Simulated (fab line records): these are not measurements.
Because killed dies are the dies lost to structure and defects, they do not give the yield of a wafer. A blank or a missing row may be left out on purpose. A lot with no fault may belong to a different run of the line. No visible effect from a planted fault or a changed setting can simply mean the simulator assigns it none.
Matching of chambers ; flow sky130 ; rie_diel-03 running SKY_PAD_OPEN_ETCH_07: 4 sister chambers
The step etches the open film in CF4/O2, stops on AlCu, target depth 725 nm, time 161.1 s. 14 wafers are shown with their chamber, then 7 later ones without.

WAFERS PAIRED WITH THEIR CHAMBERS
wafer;chamber;drypump_motor_current_A (A);throttle_valve_pct (%);oes_product_au (a.u.)
L784.1;0;5.8;5.963;0.971
L784.4;2;6.6;5.979;0.979
L784.5;1;5.8;5.972;0.992
L796.1;1;5.8;5.956;0.970
L796.2;0;5.8;5.973;0.970
L796.4;2;6.6;5.988;0.987
L797.4;1;5.8;5.971;0.986
L797.5;3;5.4;5.955;0.981
L797.6;0;5.8;5.967;0.994
L801.1;3;5.4;5.966;0.978
L801.3;2;6.6;5.969;0.966
L801.4;0;5.9;5.975;0.987
L802.3;0;5.8;5.965;0.978
L802.4;2;6.6;5.956;0.971

SIGNATURES, as means of the wafers listed above
reading;chamber 0;chamber 1;chamber 2;chamber 3;scatter within a chamber
drypump_motor_current_A;5.820;5.800;6.600;5.400;0.0283
throttle_valve_pct;5.96860;5.96633;5.97300;5.96050;0.00946
oes_product_au;0.98000;0.98267;0.97575;0.97950;0.00974
Rule: for each reading, subtract the chamber's mean from the wafer's reading, divide by that reading's scatter and square the result; add these up over the readings and take the root, which gives the wafer's distance from the chamber. If the next closest chamber is less than 2 further off than the closest, the wafer can't be placed; otherwise it belongs to the closest. How the scatter is found: for the shown wafers, subtract from each reading the mean of its chamber, square and add these, divide the total by (wafers less chambers), then take the root.

WAFERS WHOSE CHAMBER IS MISSING
wafer;drypump_motor_current_A (A);throttle_valve_pct (%);oes_product_au (a.u.)
L802.6;5.9;5.952;0.987
L804.4;5.3;5.962;0.974
L804.5;6.6;5.956;0.973
L804.6;5.8;5.987;0.982
L807.2;5.4;5.947;0.978
L807.3;5.8;5.946;0.963
L807.5;5.9;5.972;0.974

CHAMBER TAKEN BY EACH
wafer;from the rows above;in truth
L802.6;can't be placed: 0 or 1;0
L804.4;3;3
L804.5;2;2
L804.6;can't be placed: 0 or 1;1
L807.2;3;3
L807.3;can't be placed: 1 or 0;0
L807.5;can't be placed: 0 or 1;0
Placed correctly: 3 of 7. Not placeable from these rows: 4 (in 4, the candidates include the true chamber). Placed wrongly: 0.
